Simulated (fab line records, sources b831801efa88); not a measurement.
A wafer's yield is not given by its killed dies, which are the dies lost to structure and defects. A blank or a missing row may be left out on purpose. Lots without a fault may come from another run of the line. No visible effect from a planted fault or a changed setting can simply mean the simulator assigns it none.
Matching of chambers ; flow sky130 ; rie diel-01 running SKY_SONOS_ONO_ETCH_15: 4 sister chambers
The step etches the open film in CHF3/O2, target depth 19.52 nm, time 7.8 s. 8 wafers are shown with their chamber, then 10 later ones without.

== WAFERS PAIRED WITH THEIR CHAMBERS ==
wafer;chamber;drypump motor current A (A);oes product au (a.u.)
L083.3;3;6.0;1.001
L083.6;0;5.4;1.020
L088.5;2;6.2;1.003
L088.6;3;6.1;1.013
L090.2;0;5.4;1.030
L090.4;1;5.3;0.995
L094.1;2;6.1;1.003
L094.3;1;5.4;0.996

== WAFERS WITH NO CHAMBER GIVEN ==
wafer;drypump motor current A (A);oes product au (a.u.)
L094.6;6.0;0.993
L095.1;5.4;1.010
L095.2;5.4;1.020
L095.3;6.2;1.006
L095.4;6.0;1.002
L095.5;6.2;1.006
L095.6;6.0;1.001
L097.2;5.4;1.000
L097.3;6.2;1.010
L097.6;5.4;1.018

== EACH ONE'S CHAMBER ==
wafer;from the rows above;in truth
L094.6;can't be placed: 3 or 2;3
L095.1;can't be placed: 0 or 1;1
L095.2;0;0
L095.3;can't be placed: 2 or 3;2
L095.4;can't be placed: 3 or 2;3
L095.5;can't be placed: 2 or 3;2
L095.6;can't be placed: 3 or 2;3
L097.2;1;1
L097.3;can't be placed: 2 or 3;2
L097.6;0;0
Correctly placed: 3 of 10. Cannot be placed on the basis of these rows: 7; the candidates contain the true chamber in 7. 0 placed wrongly.
How it was worked out, from the rows above alone: a wafer's distance from a chamber is the root of the sum, over the readings, of the square of ((its reading less the chamber's mean) divided by the reading's scatter). The wafer belongs to the nearest chamber; if the next one is less than 2 further off, it can't be placed. Each chamber's mean is taken over the wafers shown for it. The scatter is the square root of a quotient: the sum, over the shown wafers, of each reading's squared deviation from its chamber's mean, divided by wafers minus chambers.
